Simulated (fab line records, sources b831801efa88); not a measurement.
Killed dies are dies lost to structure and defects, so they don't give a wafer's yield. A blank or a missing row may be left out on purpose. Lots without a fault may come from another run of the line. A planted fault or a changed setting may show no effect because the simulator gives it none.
fab line records | flow sky130
record lots=5 wafers=15 last_day=50
route steps=708 shown METAL2@495 VIA2@507 METAL3@532 PAD_OPEN@708
lots that met no fault: from a run of the same line without faults
start_h: hours from the record's first day to the start of the lot's first wafer shown | wait_h: hours since the lot's step before | " the same as in the row above | L1.1+2: a row that stands for several wafers | - no value, or no start given | * or withheld: withheld | < > ~ a bound
route shown NAME@n: a module of which the file shows steps, and the number in the route of the first | usual: mean/standard deviation of fault-free wafers | same: alike in all rows | chamber/n: place in a boat | sites: the reading at each site | _std_site: their standard deviation | _edge_site: outer sites' mean less inner sites' | radius_mm: how far each site lies from the wafer's centre | mask NAME#n: copy n | behind: the tool/chamber that last shaped the wafer | hold: why the lot was held/for how many hours/how that ended | device: the transistor (n, p or np) that didn't switch | end of line: the same wafers' tests at the end of the route | a step without rows: its recipe alone | killed: dies lost to structure and defects at the first sort, not the wafer's yield | map: a wafer's dies, x killed, . not, _ none there
set.NAME: the setting as run; set.NAME@STEP: as run at that earlier step | model.NAME: the simulator's own value behind a step, which no gauge read
lots at some steps of the route; a table a step, a row a wafer
services: from which hour (start_h, from the record's first day; less than 0 if before it) a tool's chamber was out of use, for how many hours, and why
## steps
# step SKY_METAL2_EXPOSE_12
# recipe mask_id=MM2 na=0.8 source_shape=annular sigma_inner=0.55 sigma_outer=0.85 target_cd_nm=140 dose_mj=28
# step SKY_METAL2_PEB_13
# recipe peb_temp_c=withheld peb_time_s=withheld resist=KrF-thick
# step SKY_METAL2_DEVELOP_14
# recipe develop_time_s=60 resist=KrF-thick dev_temp_c=21
# step SKY_METAL2_CD_MEAS_15
# recipe target_cd_nm=140
# usual cd_nm=139.6/1.4
# columns lot.wafer tool chamber start_h wait_h cd_nm
L228.1 cd_sem-02 - 848.71 - 139.7
L228.2 " - " " 139.6
L228.4 " - " " 140.0
L234.2 cd_sem-01 - 896.93 - 140.2
L234.4 " - " " 140.1
L234.5 " - " " 139.0
L239.3 cd_sem-01 - 929.63 - 140.0
L239.4 " - " " 139.0
L239.6 " - " " 139.4
L243.2 cd_sem-01 - 952.88 - 139.3
L243.3 " - " " 139.0
L243.6 " - " " 139.5
L245.1 cd_sem-01 - 977.74 - 142.4
L245.2 " - " " 141.9
L245.4 " - " " 141.5
# step SKY_METAL2_OVL_MEAS_16
# usual METAL2_OVL=-3/7.2
# columns lot.wafer tool chamber start_h wait_h METAL2_OVL[nm]
L228.1 overlay-02 - 848.83 0.1 1
L228.2 " - " " -3
L228.4 " - " " -5
L234.2 overlay-02 - 897.04 0.1 -11
L234.4 " - " " -13
L234.5 " - " " -1
L239.3 overlay-01 - 929.72 0.1 -11
L239.4 " - " " -15
L239.6 " - " " -10
L243.2 overlay-02 - 952.99 0.1 -15
L243.3 " - " " -12
L243.6 " - " " -22
L245.1 overlay-02 - 977.86 0.1 -14
L245.2 " - " " -1
L245.4 " - " " -5
# step SKY_METAL2_DESCUM_17
# recipe chemistry=O2 source_power_w=150 bias_power_w=0 pressure_mtorr=10 temp_c=40 time_s=8
# step SKY_METAL2_ETCH_18
# recipe chemistry=N2/H2 target=BARC ion_energy_ev=200 bias_w=100 pressure_mtorr=30 n2_flow_sccm=100 h2_flow_sccm=200 icp_w=500 stop_on=SiO2 time_s=45.9 target_depth_a=600
# usual bias_w=100.0/0.32 drypump_motor_current_A=5.6/0.53 oes_product_au=0.855/0.0053 rf_fwd_power_W=495.5/2.3 throttle_valve_pct=13.225/0.009
# columns lot.wafer tool chamber start_h wait_h bias_w drypump_motor_current_A oes_product_au rf_fwd_power_W rf_hours_counter_h throttle_valve_pct
L228.1 rie_metal-01 0 848.90 0.0 99.1 5.6 0.860 494.3 8 13.225
L228.2 " 1 " " 100.0 5.0 0.859 494.9 12 13.230
L228.4 " 0 " " 100.1 5.7 0.844 494.0 - 13.224
L234.2 rie_metal-04 1 897.10 0.0 99.9 5.2 0.854 495.5 7 13.223
L234.4 " 0 " " 100.5 6.4 0.860 491.5 - 13.222
L234.5 " 1 " " 99.6 5.2 0.856 498.0 - 13.221
L239.3 rie_metal-01 1 929.80 0.0 99.8 5.0 0.857 495.7 - 13.211
L239.4 " 0 " " 99.7 5.7 0.856 496.6 - 13.214
L239.6 " 1 " " 99.9 5.0 0.856 496.3 - 13.232
L243.2 rie_metal-03 0 953.05 0.0 100.0 5.1 0.855 496.9 17 13.220
L243.3 " 0 " " 100.0 5.1 0.852 498.3 - 13.227
L243.6 " 0 " " 99.6 5.1 0.854 495.1 - 13.227
L245.1 rie_metal-03 1 977.93 0.0 99.9 6.1 0.854 495.5 10 13.233
L245.2 " 0 " " 100.0 5.1 0.860 496.1 18 13.223
L245.4 " 0 " " 99.9 5.1 0.854 497.5 - 13.225
# step SKY_METAL2_METAL_ETCH_19
# recipe target_depth_a=3600 stop_on=SiO2 over_etch_frac=0.3 time_s=74.83 chemistry=Cl2/BCl3 resist_sidewall_deg=88 pressure_mtorr=10 icp_w=900 bias_w=48.5 Cl2_flow_sccm=60 bcl3_flow_sccm=30
# step SKY_METAL2_STRIP_20
# recipe chemistry=O2/N2 power_w=1400 pressure_mtorr=1500 platen_temp_c=withheld o2_flow_sccm=3000 n2_flow_sccm=300 overash_fraction=0.5
# usual drypump_motor_current_A=5.6/0.33 o2_flow_sccm=2999/8 oes_product_au=0.347/0.0047 strip_time_to_endpoint_s=2.79/0.051
# columns lot.wafer tool chamber start_h wait_h drypump_motor_current_A o2_flow_sccm oes_product_au rf_hours_counter_h strip_time_to_endpoint_s
L228.1 plasma_asher-04 1 849.05 0.1 5.9 3000 0.338 39 2.73
L228.2 " 0 " " 5.2 3001 0.356 39 2.82
L228.4 " 0 " " 5.2 2992 0.346 - 2.67
L234.2 plasma_asher-04 1 897.25 0.1 5.9 3000 0.348 44 2.84
L234.4 " 0 " " 5.2 3006 0.348 - 2.77
L234.5 " 1 " " 5.9 2997 0.349 - 2.80
L239.3 plasma_asher-04 1 929.96 0.1 5.9 3001 0.336 - 2.74
L239.4 " 0 " " 5.2 3004 0.346 - 2.73
L239.6 " 1 " " 5.8 2994 0.345 - 2.75
L243.2 plasma_asher-04 0 953.20 0.1 5.2 3002 0.350 50 2.76
L243.3 " 0 " " 5.1 2991 0.341 - 2.77
L243.6 " 0 " " 5.1 2983 0.347 - 2.78
L245.1 plasma_asher-02 1 978.08 0.1 5.6 2991 0.344 116 2.79
L245.2 " 0 " " 6.0 2995 0.350 116 2.83
L245.4 " 1 " " 5.6 2989 0.348 - 2.81
# step SKY_METAL2_STRIP_21
# recipe chemistry=post_etch_residue_remover time_s=1200 temp_c=72.5
# step SKY_METAL2_CLEAN_22
# recipe chemistry=IPA time_s=180 temp_c=25
# step SKY_METAL2_CLEAN_23
# recipe chemistry=O3/DIW dry=n2_spin
# step SKY_VIA2_HDPCVD_00
# recipe material=SiO2 target_thk_nm=1180 sigma_open_frac=0.3 time_s=196.7 temp_c=400 sih4_flow_sccm=60 pressure_mtorr=6
# usual susceptor_temp_C=399.96/0.2
# columns lot.wafer tool chamber start_h wait_h susceptor_temp_C
L228.1 hdpcvd-02 1 849.64 0.0 400.00
L228.2 " 0 " " 400.18
L228.4 " 2 " " 400.09
L234.2 hdpcvd-01 2 897.84 0.0 400.09
L234.4 " 2 " " 400.10
L234.5 " 0 " " 400.01
L239.3 hdpcvd-01 1 930.55 0.0 399.83
L239.4 " 1 " " 400.15
L239.6 " 0 " " 400.20
L243.2 hdpcvd-02 2 954.14 0.0 400.26
L243.3 " 0 " " 400.10
L243.6 " 2 " " 400.02
L245.1 hdpcvd-02 2 978.68 0.0 400.45
L245.2 " 1 " " 400.21
L245.4 " 2 " " 399.97
# step SKY_VIA2_THK_MEAS_01
# recipe reads=SiO2_of_VIA2_HDPCVD_00
# usual VIA2_HDPCVD_THK=1176/11
# columns lot.wafer tool chamber start_h wait_h VIA2_HDPCVD_THK[nm]
L228.1 film_metro-01 - 849.77 0.1 1159
L228.2 " - " " 1161
L228.4 " - " " 1187
L234.2 film_metro-02 - 897.98 0.1 1172
L234.4 " - " " 1176
L234.5 " - " " 1182
L239.3 film_metro-02 - 930.70 0.1 1181
L239.4 " - " " 1193
L239.6 " - " " 1194
L243.2 film_metro-01 - 954.28 0.1 1187
L243.3 " - " " 1174
L243.6 " - " " 1176
L245.1 film_metro-01 - 978.80 0.1 1182
L245.2 " - " " 1164
L245.4 " - " " 1151
# step SKY_VIA2_CMP_02
# recipe material=SiO2 down_force_psi=4 platen_rpm=60 pad_velocity_m_s=0.94248
# step SKY_VIA2_BOW_MEAS_03
# recipe mode=bow
# usual VIA2_BOW=86/7.6
# columns lot.wafer tool chamber start_h wait_h VIA2_BOW[um]
L228.1 film_metro-02 - 850.13 0.1 98
L228.2 " - " " 91
L228.4 " - " " 94
L234.2 film_metro-01 - 898.35 0.2 75
L234.4 " - " " 86
L234.5 " - " " 78
L239.3 film_metro-04 - 931.08 0.3 89
L239.4 " - " " 79
L239.6 " - " " 96
L243.2 film_metro-02 - 954.65 0.1 78
L243.3 " - " " 90
L243.6 " - " " 78
L245.1 film_metro-04 - 979.16 0.2 88
L245.2 " - " " 86
L245.4 " - " " 92
# step SKY_VIA2_DEHYDRATE_04
# recipe temp_c=200 time_s=60
# step SKY_VIA2_HMDS_05
# recipe prime_time_s=60 prime_temp_c=120
# step SKY_VIA2_COAT_06
# recipe resist=BARC temp_c=withheld time_s=withheld spin_rpm=3000 resist_thk_nm=60
# step SKY_VIA2_COAT_07
# recipe resist=KrF-thick spin_rpm=3000 resist_thk_nm=450
# step SKY_VIA2_SOFTBAKE_08
# recipe temp_c=100 time_s=90 resist=KrF-thick
# step SKY_VIA2_EXPOSE_09
# recipe mask_id=VIM2 na=0.8 source_shape=annular sigma_inner=0.55 sigma_outer=0.85 target_cd_nm=200 dose_mj=38
# step SKY_VIA2_PEB_10
# recipe peb_temp_c=withheld peb_time_s=withheld resist=KrF-thick
# step SKY_VIA2_DEVELOP_11
# recipe develop_time_s=60 resist=KrF-thick dev_temp_c=20.52
# step SKY_VIA2_CD_MEAS_12
# recipe target_cd_nm=200
# usual cd_nm=200.4/1.7
# columns lot.wafer tool chamber start_h wait_h cd_nm
L228.1 cd_sem-01 - 876.62 - 199.5
L228.2 " - " " 200.4
L228.4 " - " " 199.0
L234.2 cd_sem-02 - 923.79 - 199.3
L234.4 " - " " 199.2
L234.5 " - " " 200.1
L239.3 cd_sem-01 - 955.83 - 202.3
L239.4 " - " " 200.3
L239.6 " - " " 201.1
L243.2 cd_sem-01 - 979.76 - 201.2
L243.3 " - " " 202.1
L243.6 " - " " 202.3
L245.1 cd_sem-01 - 1003.49 - 201.0
L245.2 " - " " 202.7
L245.4 " - " " 202.3
# step SKY_VIA2_OVL_MEAS_13
# usual VIA2_OVL=2/5
# columns lot.wafer tool chamber start_h wait_h VIA2_OVL[nm]
L228.1 overlay-02 - 876.74 0.1 1
L228.2 " - " " 0
L228.4 " - " " 5
L234.2 overlay-02 - 923.90 0.1 -3
L234.4 " - " " -3
L234.5 " - " " 4
L239.3 overlay-01 - 955.92 0.1 7
L239.4 " - " " 8
L239.6 " - " " 8
L243.2 overlay-01 - 979.87 0.1 -6
L243.3 " - " " -2
L243.6 " - " " -4
L245.1 overlay-02 - 1003.61 0.1 3
L245.2 " - " " -5
L245.4 " - " " -1
# step SKY_VIA2_ETCH_14
# recipe chemistry=N2/H2 target=BARC ion_energy_ev=200 source_w=500 bias_w=100 pressure_mtorr=30 n2_flow_sccm=100 h2_flow_sccm=200 stop_on=SiO2 time_s=45.9 target_depth_a=600
# step SKY_VIA2_ETCH_15
# recipe target=SiO2 chemistry=C4F8/O2/Ar target_depth_nm=546 stop_on=TiN mask_material=KrF-thick source_w=1500 bias_w=1200 pressure_mtorr=40 c4f8_flow_sccm=withheld O2_flow_sccm=6 Ar_flow_sccm=300 time_s=84
# usual bias_w=1200/3.9 oes_product_au=0.939/0.0046 rf_fwd_power_W=1490/5.5
# columns lot.wafer tool chamber start_h wait_h bias_w oes_product_au rf_fwd_power_W rf_hours_counter_h
L228.1 rie_diel-01 2 876.82 0.0 1207 0.935 1489 10
L228.2 " 0 " " 1204 0.938 1496 8
L228.4 " 1 " " 1201 0.936 1498 18
L234.2 rie_diel-02 2 923.97 0.0 1197 0.934 1487 11
L234.4 " 0 " " 1203 0.936 1495 2
L234.5 " 1 " " 1200 0.940 1497 -
L239.3 rie_diel-02 1 955.99 0.0 1199 0.939 1489 16
L239.4 " 0 " " 1201 0.936 1501 3
L239.6 " 2 " " 1201 0.938 1494 -
L243.2 rie_diel-03 1 979.94 0.0 1197 0.941 1499 10
L243.3 " 2 " " 1199 0.944 1487 6
L243.6 " 0 " " 1201 0.932 1492 -
L245.1 rie_diel-03 2 1003.69 0.0 1204 0.936 1484 7
L245.2 " 1 " " 1200 0.939 1488 10
L245.4 " 0 " " 1205 0.945 1496 18
# step SKY_VIA2_STRIP_16
# recipe chemistry=O2/N2 power_w=1400 pressure_mtorr=1500 platen_temp_c=withheld o2_flow_sccm=3000 n2_flow_sccm=300 overash_fraction=0.5
# step SKY_VIA2_STRIP_17
# recipe chemistry=post_etch_residue_remover time_s=1200 temp_c=72.5
# step SKY_VIA2_CLEAN_18
# recipe chemistry=IPA time_s=180 temp_c=25
# step SKY_VIA2_CLEAN_19
# recipe chemistry=O3/DIW dry=n2_spin
# step SKY_VIA2_SPUTTER_20
# recipe material=TiN target_thk_nm=20 chamber_pressure_pa=5 power_w=4000 time_s=80
# usual cathode_dc_power_W=3999.9/0.7 throttle_valve_pct=30.1/1.2
# columns lot.wafer tool chamber start_h wait_h cathode_dc_power_W throttle_valve_pct
L228.1 pvd_sputter-04 - 877.49 0.0 3999.7 29.3
L228.2 " - " " 3999.5 30.9
L228.4 " - " " 4000.2 30.4
L234.2 pvd_sputter-04 - 924.67 0.0 4000.3 30.9
L234.4 " - " " 3998.9 29.4
L234.5 " - " " 4000.4 31.3
L239.3 pvd_sputter-04 - 957.88 0.0 3998.6 31.6
L239.4 " - " " 3999.1 29.5
L239.6 " - " " 3999.7 31.3
L243.2 pvd_sputter-03 - 980.59 0.0 3999.8 30.1
L243.3 " - " " 3999.1 31.1
L243.6 " - " " 3999.2 28.3
L245.1 pvd_sputter-01 - 1004.34 0.0 4000.7 30.5
L245.2 " - " " 3999.8 28.9
L245.4 " - " " 4000.6 29.6
# step SKY_VIA2_CVD_21
# recipe material=W target_thk_nm=420 time_s=126.4 temp_c=400 pressure_torr=40
# usual heater_power_w=873/91 susceptor_temp_C=400.03/0.22
# columns lot.wafer tool chamber start_h wait_h heater_power_w susceptor_temp_C
L228.1 cvd_w-01 1 877.55 0.0 1000 399.92
L228.2 " 0 " " 833 399.89
L228.4 " 1 " " 989 400.24
L234.2 cvd_w-02 1 924.73 0.0 921 399.98
L234.4 " 0 " " 760 399.53
L234.5 " 1 " " 899 400.08
L239.3 cvd_w-02 1 957.99 0.1 918 399.88
L239.4 " 0 " " 769 400.23
L239.6 " 0 " " 794 399.96
L243.2 cvd_w-01 0 980.65 0.0 798 400.10
L243.3 " 1 " " 1014 400.48
L243.6 " 0 " " 783 400.19
L245.1 cvd_w-02 1 1004.40 0.0 890 400.27
L245.2 " 0 " " 788 400.00
L245.4 " 0 " " 784 399.68
# step SKY_VIA2_RS_MEAS_22
# recipe thk_meas_gauge=four-point-probe reads=W_of_VIA2_CVD_21+TiN_of_VIA2_SPUTTER_20
# usual VIA2_W_RS=0.2715/0.0025
# columns lot.wafer tool chamber start_h wait_h VIA2_W_RS[ohm/sq]
L228.1 film_metro-01 - 877.68 0.1 0.2754
L228.2 " - " " 0.2754
L228.4 " - " " 0.2770
L234.2 film_metro-01 - 924.88 0.1 0.2704
L234.4 " - " " 0.2694
L234.5 " - " " 0.2720
L239.3 film_metro-02 - 958.12 0.1 0.2739
L239.4 " - " " 0.2691
L239.6 " - " " 0.2700
L243.2 film_metro-01 - 980.80 0.1 0.2759
L243.3 " - " " 0.2744
L243.6 " - " " 0.2715
L245.1 film_metro-01 - 1004.53 0.1 0.2710
L245.2 " - " " 0.2677
L245.4 " - " " 0.2705
# step SKY_VIA2_THK_MEAS_23
# recipe thk_meas_gauge=xrf reads=W_of_VIA2_CVD_21
# usual VIA2_W_THK=428/5.1
# columns lot.wafer tool chamber start_h wait_h VIA2_W_THK[nm]
L228.1 film_metro-01 - 877.80 0.1 422
L228.2 " - " " 419
L228.4 " - " " 417
L234.2 film_metro-01 - 924.99 0.1 428
L234.4 " - " " 429
L234.5 " - " " 428
L239.3 film_metro-02 - 958.22 0.1 429
L239.4 " - " " 433
L239.6 " - " " 432
L243.2 film_metro-01 - 980.91 0.1 426
L243.3 " - " " 432
L243.6 " - " " 432
L245.1 film_metro-01 - 1004.65 0.1 438
L245.2 " - " " 441
L245.4 " - " " 434
# step SKY_VIA2_CMP_24
# recipe stop_on=SiO2 t_overpolish_s=20 down_force_psi=3.5 platen_rpm=60 target_thk_nm=0 pad_velocity_m_s=0.94248
# step SKY_METAL3_SPUTTER_00
# recipe material=Ti target_thk_nm=15 power_w=3000 time_s=10.27 chamber_pressure_pa=0.4
# step SKY_METAL3_SPUTTER_01
# recipe material=TiN target_thk_nm=20 power_w=6500 time_s=16.7 chamber_pressure_pa=0.4
# step SKY_METAL3_SPUTTER_02
# recipe material=AlCu target_thk_nm=735 power_w=10600 time_s=39.1 chamber_pressure_pa=0.4
# step SKY_METAL3_SPUTTER_03
# recipe material=Ti target_thk_nm=5 power_w=3000 time_s=3.3 chamber_pressure_pa=0.4
# step SKY_METAL3_SPUTTER_04
# recipe material=TiN target_thk_nm=70 power_w=6500 time_s=58.3 chamber_pressure_pa=0.4
# step SKY_PAD_OPEN_PROBE_99
# usual defect_limited_yield=82.7/1.9 killed_at_M0_to_M3=43/7.3 killed_at_M4_up=3.2/1.9 killed_at_contacts=24/5.5 killed_at_front_end=15/4.7 killed_at_other=0.5/0.75 killed_dies=85/9.5 killed_open=46/7 killed_short=38/7.4 sort_bin_3_pad_short=0.9/0.43 sort_bin_5_function=10.1/1.4 sort_bin_6_memory=6.3/1 sort_bin_8_speed=0.2/0.37 sort_n_pass=406/9.4 sort_yield_pct=82.5/1.9
# same gross_dies=492 killed_at_back_side=0 sort_bin_4_leakage[%]=0
# columns lot.wafer tool chamber start_h wait_h defect_limited_yield[%] killed_at_M0_to_M3 killed_at_M4_up killed_at_contacts killed_at_front_end killed_at_other killed_dies killed_open killed_short sort_bin_3_pad_short[%] sort_bin_5_function[%] sort_bin_6_memory[%] sort_bin_8_speed[%] sort_n_pass sort_yield_pct[%] model.etest.tester.sort_n_pass model.etest.tester.sort_yield_pct model.etest.tester.sort_bin_5_pct model.etest.tester.sort_bin_3_pct
L228.1 prober-02 - 1104.44 0.1 83.5 44 1 25 11 0 81 40 41 0.4 9.6 6.5 0 411 83.5 411 83.54 9.553 0.4065
L228.2 prober-02 - 1104.49 0.1 83.1 44 3 22 14 0 83 42 41 1.4 8.7 6.7 0.2 408 82.9 408 82.93 8.74 1.423
L228.4 prober-02 - 1104.59 0.2 81.7 50 2 26 11 1 90 48 42 2.0 10.8 5.5 0 402 81.7 402 81.71 10.77 2.033
L234.2 prober-02 - 1141.03 0.1 82.7 51 1 20 13 0 85 44 41 0.8 10.0 6.5 0 407 82.7 407 82.72 9.959 0.813
L234.4 prober-02 - 1141.13 0.2 81.7 40 3 28 19 0 90 52 38 0.4 13.0 4.9 0 402 81.7 402 81.71 13.01 0.4065
L234.5 prober-02 - 1141.18 0.2 83.7 38 3 22 17 0 80 38 42 0.6 9.3 6.3 0 412 83.7 412 83.74 9.35 0.6098
L239.3 prober-01 - 1166.84 0.2 78.7 58 4 23 20 0 105 60 45 1.8 13.2 6.3 0 387 78.7 387 78.66 13.21 1.829
L239.4 prober-01 - 1166.89 0.2 82.5 43 3 20 19 1 86 46 39 1.0 11.0 5.5 0 406 82.5 406 82.52 10.98 1.016
L239.6 prober-01 - 1166.99 0.2 74.2 88 4 25 9 1 127 57 35 2.2 15.7 7.9 0 365 74.2 365 74.19 15.65 2.236
L243.2 prober-01 - 1183.24 0.1 83.3 36 4 29 13 0 82 47 34 0.4 11.2 5.1 0 410 83.3 410 83.33 11.18 0.4065
L243.3 prober-01 - 1183.29 0.2 80.5 43 1 37 15 0 96 56 40 1.2 11.8 6.5 0.2 395 80.3 395 80.28 11.79 1.22
L243.6 prober-01 - 1183.44 0.2 82.1 46 3 23 15 1 88 47 40 0.2 10.6 7.1 0 404 82.1 404 82.11 10.57 0.2033
L245.1 prober-02 - 1198.88 0.1 80.5 42 3 33 16 2 96 50 44 1.4 11.8 6.3 0.4 394 80.1 394 80.08 11.79 1.423
L245.2 prober-02 - 1198.93 0.1 83.1 30 2 38 13 0 83 47 35 0.8 10.4 5.7 0.2 408 82.9 408 82.93 10.37 0.813
L245.4 prober-02 - 1199.03 0.2 83.5 33 4 24 19 1 81 40 40 1.0 9.3 6.1 0.2 410 83.3 410 83.33 9.35 1.016
# killed by level:class
L228.1 CONTACT:geometric_particle:open=9 LI_CONTACT:geometric_particle:open=7 VIA1:geometric_particle:open=7 VIA1:geometric_particle:short=7 METAL2:geometric_particle:short=6 METAL1:geometric_particle:short=6 FIELD_ISO:geometric_particle:open=4 VIA3:geometric_particle:open=4
L228.2 VIA1:geometric_particle:open=13 CONTACT:geometric_particle:open=8 CONTACT:geometric_particle:short=8 METAL2:geometric_particle:short=6 FIELD_ISO:geometric_particle:open=5 FIELD_ISO:geometric_particle:short=5 METAL1:geometric_particle:short=5 VIA3:geometric_particle:open=5
L228.4 VIA1:geometric_particle:open=15 LI_CONTACT:geometric_particle:open=10 VIA1:geometric_particle:short=8 METAL2:geometric_particle:short=7 METAL1:geometric_particle:short=5 CONTACT:geometric_particle:open=5 VIA2:geometric_particle:open=5 LI_CONTACT:geometric_particle:short=4
L234.2 VIA1:geometric_particle:open=11 CONTACT:geometric_particle:open=8 METAL2:geometric_particle:short=8 LI_CONTACT:geometric_particle:open=6 VIA3:geometric_particle:open=6 FIELD_ISO:geometric_particle:open=5 VIA1:geometric_particle:short=5 VIA2:geometric_particle:open=5
L234.4 CONTACT:geometric_particle:open=10 LI_CONTACT:geometric_particle:open=9 VIA2:geometric_particle:open=9 VIA1:geometric_particle:open=7 METAL2:geometric_particle:short=6 FIELD_ISO:geometric_particle:short=5 POLY_GATE:geometric_particle:short=5 LI_CONTACT:geometric_particle:short=4
L234.5 CONTACT:geometric_particle:open=10 METAL1:geometric_particle:short=9 VIA1:geometric_particle:open=8 POLY_GATE:geometric_particle:open=5 LI_CONTACT:geometric_particle:open=5 VIA1:geometric_particle:short=5 POLY_GATE:geometric_particle:short=4 LOCAL_INTERCONNECT:geometric_particle:short=4
L239.3 VIA1:geometric_particle:open=13 CONTACT:geometric_particle:open=9 METAL1:geometric_particle:short=9 LI_CONTACT:geometric_particle:open=7 VIA2:geometric_particle:open=7 POLY_GATE:geometric_particle:open=6 VIA3:geometric_particle:open=6 METAL2:geometric_particle:short=6
L239.4 VIA1:geometric_particle:open=10 CONTACT:geometric_particle:open=9 FIELD_ISO:geometric_particle:short=7 VIA2:geometric_particle:short=7 VIA3:geometric_particle:open=6 VIA2:geometric_particle:open=5 SPACER:geometric_particle:short=5 LI_CONTACT:geometric_particle:open=4
L239.6 VIA2:unspecified=34 VIA1:geometric_particle:open=13 VIA3:geometric_particle:open=12 LI_CONTACT:geometric_particle:open=10 CONTACT:geometric_particle:open=10 VIA2:geometric_particle:short=6 METAL1:geometric_particle:short=5 VIA1:geometric_particle:short=5
L243.2 CONTACT:geometric_particle:open=13 VIA1:geometric_particle:open=10 CONTACT:geometric_particle:short=7 FIELD_ISO:geometric_particle:open=6 VIA2:geometric_particle:short=5 VIA2:geometric_particle:open=5 LOCAL_INTERCONNECT:geometric_particle:open=4 VIA1:geometric_particle:short=4
L243.3 VIA1:geometric_particle:open=13 CONTACT:geometric_particle:open=12 LI_CONTACT:geometric_particle:open=8 LOCAL_INTERCONNECT:geometric_particle:short=7 METAL2:geometric_particle:short=7 VIA2:geometric_particle:open=6 FIELD_ISO:geometric_particle:short=5 CONTACT:geometric_particle:short=5
L243.6 CONTACT:geometric_particle:open=11 VIA1:geometric_particle:open=8 METAL3:geometric_particle:short=7 VIA2:geometric_particle:open=6 FIELD_ISO:geometric_particle:open=5 METAL1:geometric_particle:short=5 VIA2:geometric_particle:short=5 FIELD_ISO:geometric_particle:short=4
L245.1 VIA1:geometric_particle:open=11 LOCAL_INTERCONNECT:geometric_particle:short=9 CONTACT:geometric_particle:open=8 VIA2:geometric_particle:open=7 CONTACT:geometric_particle:short=7 METAL1:geometric_particle:short=7 LI_CONTACT:geometric_particle:open=6 VIA3:geometric_particle:open=6
L245.2 CONTACT:geometric_particle:open=15 LI_CONTACT:geometric_particle:open=9 VIA2:geometric_particle:open=8 VIA3:geometric_particle:open=6 POLY_GATE:geometric_particle:short=5 LI_CONTACT:geometric_particle:short=5 LOCAL_INTERCONNECT:geometric_particle:short=5 CONTACT:geometric_particle:short=4
L245.4 CONTACT:geometric_particle:open=9 FIELD_ISO:geometric_particle:open=8 LOCAL_INTERCONNECT:geometric_particle:short=8 VIA1:geometric_particle:open=8 FIELD_ISO:geometric_particle:short=5 METAL2:geometric_particle:short=5 METAL1:geometric_particle:short=4 VIA3:geometric_particle:open=4
# map L239.6 (x killed, . not)
__________......xx.._________
________.xx....xx.x..._______
______.x...........x...._____
_____..x.............x..x____
____...x.x....x...........___
___.x.........xxx...x....xx__
__..........xxx..xx...x.xxxx_
_...x...x.......x.....xxxxxxx
_x.x.x......x.........x.xxxxx
_..x.............xx...x.xxxxx
_x.x.........x......x..xxxxxx
_...x........x.x...x...x.xxxx
_..x......x.....x...x..xx....
_.........x..xxx....x........
_....xxxxx..x.........x.....x
__........x...x........xx..._
___.x...x.....x......x....x__
____....x.x.x.....x..x....___
_____.......x...x....x...____
______....x..x.x...x..xx_____
________x...x....x.xx._______
__________.........._________
# map L234.4 (x killed, . not)
__________.........._________
________x.....x.....x._______
______..........x....x.._____
_____....x.......xx.x....____
____.......x..x.........x.___
___...x..x............x..x.__
__.....xx..........x..xx...x_
_............x............x..
_x...x....x.....x......x...x.
_.x..x......x........x.x....x
_....x..........x............
_..xx....x...x...x...........
_..x.x...x..x................
_..xx.......x................
_x.....x.x......xx..x....x...
__xx...x...x.....x.x........_
___.....x..xxxxx...........__
____...........x.x......x.___
_____...x....xx....x.....____
______x.x.xxx.x...x....x_____
________..x.x........._______
__________.x...x.x.x_________
## services
# columns tool chamber start_h hours kind
plasma_asher-04 - 830.16 7.1 repair
pvd_sputter-04 3 832.59 - consumable_replace:kit
pvd_sputter-04 3 832.59 18.0 scheduled_down
pvd_sputter-04 - 842.99 1.3 repair
cvd_w-01 - 846.53 6.9 pm
rie_diel-03 3 880.05 3.7 repair
pvd_sputter-01 - 884.63 2.1 repair
rie_diel-01 1 890.63 20.8 repair
cvd_w-02 0 893.38 3.8 repair
cvd_w-02 - 904.00 14.0 pm
cvd_w-02 - 916.58 0.3 repair
rie_diel-01 - 918.59 0.7 repair
pvd_sputter-01 - 921.25 1.0 repair
hdpcvd-02 - 921.70 2.8 pm
hdpcvd-02 0 942.88 4.7 repair
cvd_w-02 - 947.59 6.0 pm
hdpcvd-01 - 950.25 15.0 pm
plasma_asher-02 - 950.56 2.8 pm
rie_metal-03 1 965.13 6.2 repair
rie_diel-01 3 969.49 3.5 repair
rie_metal-01 1 979.85 15.7 repair
rie_diel-01 0 987.10 5.4 repair
hdpcvd-02 1 990.12 5.0 repair
rie_diel-03 3 996.05 4.6 repair
## key
first_sign step=SKY_PAD_OPEN_PROBE_99 reading=killed_at_M0_to_M3 direction=up sigmas=6.2 usual=43 struck=88
effect step=SKY_PAD_OPEN_PROBE_99 reading=defect_limited_yield direction=down sigmas=4.4 usual=82.7 struck=74.2
model_effect step=SKY_PAD_OPEN_PROBE_99 value=etest.tester.sort_n_pass without=392 struck=365
met_at SKY_VIA2_HDPCVD_00
struck_wafers L239.6
onset_between 897.84 930.55
fault kind=chamber_particle_source tool=hdpcvd-01 chamber=0 onset_h=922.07 steps=SKY_VIA2_HDPCVD_00 rate_per_visit_cm2=1.0833 end_h=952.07
